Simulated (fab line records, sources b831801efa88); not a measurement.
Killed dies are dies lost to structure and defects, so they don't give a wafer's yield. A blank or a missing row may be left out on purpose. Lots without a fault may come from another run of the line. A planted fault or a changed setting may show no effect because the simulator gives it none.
fab line records | flow sky130
record lots=5 wafers=15 last_day=50
route steps=708 shown POLY_CUT@317 SD_P@320
lots that met no fault: from a run of the same line without faults
start_h: hours from the record's first day to the start of the lot's first wafer shown | wait_h: hours since the lot's step before | " the same as in the row above | L1.1+2: a row that stands for several wafers | - no value, or no start given | * or withheld: withheld | < > ~ a bound
route shown NAME@n: a module of which the file shows steps, and the number in the route of the first | usual: mean/standard deviation of fault-free wafers | same: alike in all rows | chamber/n: place in a boat | sites: the reading at each site | _std_site: their standard deviation | _edge_site: outer sites' mean less inner sites' | radius_mm: how far each site lies from the wafer's centre | mask NAME#n: copy n | behind: the tool/chamber that last shaped the wafer | hold: why the lot was held/for how many hours/how that ended | device: the transistor (n, p or np) that didn't switch | end of line: the same wafers' tests at the end of the route | a step without rows: its recipe alone | killed: dies lost to structure and defects at the first sort, not the wafer's yield | map: a wafer's dies, x killed, . not, _ none there
set.NAME: the setting as run; set.NAME@STEP: as run at that earlier step | model.NAME: the simulator's own value behind a step, which no gauge read
lots at some steps of the route; a table a step, a row a wafer
services: from which hour (start_h, from the record's first day; less than 0 if before it) a tool's chamber was out of use, for how many hours, and why
## steps
# step SKY_POLY_CUT_ETCH_10
# recipe chemistry=N2/H2 target=BARC ion_energy_ev=200 source_w=500 bias_w=100 pressure_mtorr=30 n2_flow_sccm=100 h2_flow_sccm=200 stop_on=SiO2 time_s=45.9 target_depth_a=600
# usual drypump_motor_current_A=5.53/0.3 oes_product_au=0.855/0.0048 rf_fwd_power_W=495.2/2 throttle_valve_pct=13.223/0.0097
# columns lot.wafer tool chamber start_h wait_h drypump_motor_current_A oes_product_au rf_fwd_power_W rf_hours_counter_h throttle_valve_pct
L080.1 rie_diel-04 1 612.48 0.0 5.13 0.867 495.4 17 13.223
L080.2 " 3 " " 5.28 0.851 498.8 1 13.234
L080.6 " 0 " " 5.22 0.857 492.2 - 13.196
L086.1 rie_diel-03 3 653.95 0.0 5.69 0.853 494.0 6 13.223
L086.2 " 0 " " 5.84 0.855 499.8 6 13.215
L086.6 " 2 " " 5.77 0.846 497.3 - 13.231
L087.4 rie_diel-01 0 665.12 0.0 5.63 0.860 494.1 - 13.240
L087.5 " 2 " " 5.94 0.861 497.0 - 13.232
L087.6 " 1 " " 5.40 0.862 496.1 - 13.215
L088.3 rie_diel-01 2 666.88 0.0 5.96 0.857 494.2 7 13.233
L088.4 " 1 " " 5.40 0.855 497.1 - 13.222
L088.6 " 2 " " 5.97 0.853 495.5 - 13.225
L095.2 rie_diel-04 2 731.18 0.0 5.40 0.855 495.6 10 13.222
L095.3 " 0 " " 5.22 0.850 493.9 45 13.219
L095.4 " 1 " " 5.14 0.854 494.2 20 13.235
# step SKY_POLY_CUT_ETCH_11
# recipe target=Si3N4 chemistry=CF4/CH2F2/Ar stop_on=poly-Si source_w=600 bias_w=150 pressure_mtorr=40 cf4_flow_sccm=40 ch2f2_flow_sccm=20 Ar_flow_sccm=150 time_s=42.5 target_depth_a=600
# usual cf4_flow_sccm=39.99/0.12 drypump_motor_current_A=5.53/0.3 oes_product_au=0.831/0.0062 rf_fwd_power_W=594.3/2 throttle_valve_pct=14.993/0.0092
# columns lot.wafer tool chamber start_h wait_h cf4_flow_sccm drypump_motor_current_A oes_product_au rf_fwd_power_W rf_hours_counter_h throttle_valve_pct
L080.1 rie_diel-04 1 612.53 0.0 39.88 5.14 0.829 597.0 17 14.994
L080.2 " 3 " " 39.95 5.32 0.832 596.5 1 14.986
L080.6 " 0 " " 40.05 5.23 0.833 594.2 - 14.997
L086.1 rie_diel-03 3 653.99 0.0 39.88 5.71 0.814 594.9 6 15.001
L086.2 " 0 " " 40.15 5.79 0.814 596.2 6 14.970
L086.6 " 2 " " 39.92 5.75 0.812 598.0 - 15.017
L087.4 rie_diel-01 0 665.16 0.0 39.99 5.64 0.836 592.8 - 14.985
L087.5 " 2 " " 40.21 5.94 0.829 594.1 - 14.982
L087.6 " 1 " " 40.13 5.39 0.846 595.6 - 14.988
L088.3 rie_diel-01 2 666.92 0.0 39.92 5.96 0.841 595.0 7 14.979
L088.4 " 1 " " 40.07 5.40 0.829 593.6 - 14.991
L088.6 " 2 " " 40.22 5.95 0.839 596.6 - 14.988
L095.2 rie_diel-04 2 731.23 0.0 40.05 5.39 0.838 594.9 10 14.980
L095.3 " 0 " " 39.89 5.23 0.829 591.2 45 15.004
L095.4 " 1 " " 39.88 5.15 0.833 591.4 20 15.006
# step SKY_POLY_CUT_STRIP_12
# recipe chemistry=O2/N2 power_w=1400 pressure_mtorr=1500 platen_temp_c=withheld o2_flow_sccm=3000 n2_flow_sccm=300 overash_fraction=0.5
# usual drypump_motor_current_A=5.9/0.47 oes_product_au=0.452/0.0037 strip_time_to_endpoint_s=5.355/0.019
# columns lot.wafer tool chamber start_h wait_h drypump_motor_current_A oes_product_au rf_hours_counter_h strip_time_to_endpoint_s
L080.1 plasma_asher-01 1 612.57 0.0 6.1 0.455 93 5.344
L080.2 " 0 " " 5.1 0.445 93 5.355
L080.6 " 1 " " 6.1 0.448 - 5.354
L086.1 plasma_asher-01 1 654.03 0.0 6.1 0.451 97 5.347
L086.2 " 0 " " 5.1 0.450 97 5.361
L086.6 " 1 " " 6.1 0.450 - 5.340
L087.4 plasma_asher-03 0 665.22 0.0 6.4 0.450 - 5.348
L087.5 " 1 " " 6.1 0.456 - 5.334
L087.6 " 0 " " 6.4 0.452 - 5.395
L088.3 plasma_asher-01 0 666.99 0.1 5.2 0.452 - 5.339
L088.4 " 1 " " 6.0 0.452 - 5.344
L088.6 " 0 " " 5.1 0.448 - 5.324
L095.2 plasma_asher-03 1 731.27 0.0 6.1 0.458 89 5.371
L095.3 " 0 " " 6.4 0.451 - 5.388
L095.4 " 1 " " 6.1 0.459 - 5.378
# step SKY_SD_P_DEHYDRATE_00
# recipe temp_c=200 time_s=60
# usual chill_plate_temp_C=23.00/0.1 heater_power_total_W=160.37/0.12
# columns lot.wafer tool chamber start_h wait_h chill_plate_temp_C heater_power_total_W
L080.1 litho_track-04 0 626.95 14.3 23.09 160.29
L080.2 " 0 " " 23.10 160.28
L080.6 " 0 " " 23.05 160.37
L086.1 litho_track-02 0 666.90 12.8 22.96 160.35
L086.2 " 0 " " 22.98 160.32
L086.6 " 0 " " 22.90 160.35
L087.4 litho_track-04 0 678.47 13.2 23.17 160.33
L087.5 " 0 " " 23.09 160.26
L087.6 " 0 " " 22.97 160.47
L088.3 litho_track-03 0 680.77 13.7 23.06 160.17
L088.4 " 0 " " 22.92 160.28
L088.6 " 0 " " 22.94 160.45
L095.2 litho_track-04 0 744.27 13.0 22.96 160.41
L095.3 " 0 " " 22.79 160.36
L095.4 " 0 " " 22.96 160.36
# step SKY_SD_P_HMDS_01
# recipe prime_time_s=60 prime_temp_c=120
# usual chill_plate_temp_C=23.02/0.097
# columns lot.wafer tool chamber start_h wait_h chill_plate_temp_C
L080.1 litho_track-04 0 627.10 0.1 23.03
L080.2 " 0 " " 23.00
L080.6 " 0 " " 22.93
L086.1 litho_track-02 0 667.05 0.1 23.00
L086.2 " 0 " " 23.03
L086.6 " 0 " " 23.01
L087.4 litho_track-04 0 678.62 0.1 23.08
L087.5 " 0 " " 22.96
L087.6 " 0 " " 22.94
L088.3 litho_track-03 0 680.92 0.1 23.04
L088.4 " 0 " " 22.97
L088.6 " 0 " " 22.96
L095.2 litho_track-04 0 744.42 0.1 23.05
L095.3 " 0 " " 22.90
L095.4 " 0 " " 23.05
# step SKY_SD_P_COAT_02
# recipe resist=NOVOLAK spin_rpm=3000 resist_thk_nm=1140
# usual chill_plate_temp_C=23.00/0.091
# columns lot.wafer tool chamber start_h wait_h chill_plate_temp_C
L080.1 litho_track-04 0 627.25 0.1 23.16
L080.2 " 0 " " 22.99
L080.6 " 0 " " 23.08
L086.1 litho_track-02 0 667.20 0.1 22.89
L086.2 " 0 " " 22.94
L086.6 " 0 " " 22.96
L087.4 litho_track-04 0 678.77 0.1 22.72
L087.5 " 0 " " 22.80
L087.6 " 0 " " 22.78
L088.3 litho_track-03 0 681.07 0.1 23.03
L088.4 " 0 " " 22.98
L088.6 " 0 " " 22.94
L095.2 litho_track-04 0 744.57 0.1 23.17
L095.3 " 0 " " 23.08
L095.4 " 0 " " 23.05
# step SKY_SD_P_SOFTBAKE_03
# recipe temp_c=90 time_s=60 resist=NOVOLAK
# usual chill_plate_temp_C=23.00/0.098 heater_power_total_W=56.60/0.042
# columns lot.wafer tool chamber start_h wait_h chill_plate_temp_C heater_power_total_W
L080.1 litho_track-04 0 627.40 0.1 23.07 56.70
L080.2 " 0 " " 22.97 56.67
L080.6 " 0 " " 22.89 56.55
L086.1 litho_track-02 0 667.35 0.1 23.14 56.64
L086.2 " 0 " " 23.08 56.67
L086.6 " 0 " " 23.20 56.51
L087.4 litho_track-04 0 678.92 0.1 23.01 56.59
L087.5 " 0 " " 23.05 56.61
L087.6 " 0 " " 23.09 56.57
L088.3 litho_track-03 0 681.22 0.1 22.85 56.58
L088.4 " 0 " " 23.01 56.59
L088.6 " 0 " " 23.01 56.59
L095.2 litho_track-04 0 744.72 0.1 23.06 56.59
L095.3 " 0 " " 23.06 56.65
L095.4 " 0 " " 22.77 56.57
# step SKY_SD_P_EXPOSE_04
# recipe mask_id=PSDM na=0.6 source_shape=conventional sigma_outer=0.6 polarization=unpolarized target_cd_nm=380 dose_mj=138
# same sigma_outer=0.6
# columns lot.wafer tool chamber start_h wait_h mask
L080.1+2+6 iline_stepper-02 0 - - PSDM#0
L086.1+2+6 iline_stepper-01 0 - - PSDM#0
L087.4+5+6 iline_stepper-02 0 - - PSDM#0
L088.3+4+6 iline_stepper-01 0 - - PSDM#0
L095.2+3+4 iline_stepper-02 0 - - PSDM#0
# step SKY_SD_P_PEB_05
# recipe temp_c=withheld time_s=* resist=NOVOLAK
# usual chill_plate_temp_C=*
# columns lot.wafer tool chamber start_h wait_h chill_plate_temp_C
L080.1 litho_track-02 0 - - *
L080.2 " 0 " " *
L080.6 " 0 " " *
L086.1 litho_track-02 0 - - *
L086.2 " 0 " " *
L086.6 " 0 " " *
L087.4 litho_track-03 0 - - *
L087.5 " 0 " " *
L087.6 " 0 " " *
L088.3 litho_track-02 0 - - *
L088.4 " 0 " " *
L088.6 " 0 " " *
L095.2 litho_track-02 0 - - *
L095.3 " 0 " " *
L095.4 " 0 " " *
## services
# columns tool chamber start_h hours kind
iline_stepper-02 - 590.30 1.7 pm
rie_diel-01 2 594.45 5.5 repair
litho_track-02 - 596.43 - consumable_replace:filter
litho_track-03 - 600.00 - consumable_replace:filter
plasma_asher-01 - 621.47 2.8 pm
iline_stepper-01 - 633.85 5.7 repair
plasma_asher-03 - 653.01 2.8 pm
rie_diel-01 3 659.21 - clean
rie_diel-01 3 659.21 23.7 scheduled_down
plasma_asher-01 - 660.06 4.3 repair
iline_stepper-02 - 664.63 0.5 repair
rie_diel-03 1 671.73 6.3 repair
rie_diel-01 - 679.00 2.7 repair
rie_diel-04 - 679.23 0.2 repair
rie_diel-03 - 681.75 2.8 pm
rie_diel-03 2 684.59 6.7 repair
litho_track-04 - 694.43 - consumable_replace:filter
rie_diel-01 2 698.04 8.8 repair
iline_stepper-01 - 701.06 1.7 pm
rie_diel-03 3 708.56 15.6 repair
rie_diel-01 0 718.96 5.4 repair
rie_diel-01 2 723.79 4.3 repair
plasma_asher-01 - 733.78 9.0 pm
iline_stepper-01 - 749.09 2.1 repair
## key
fault none
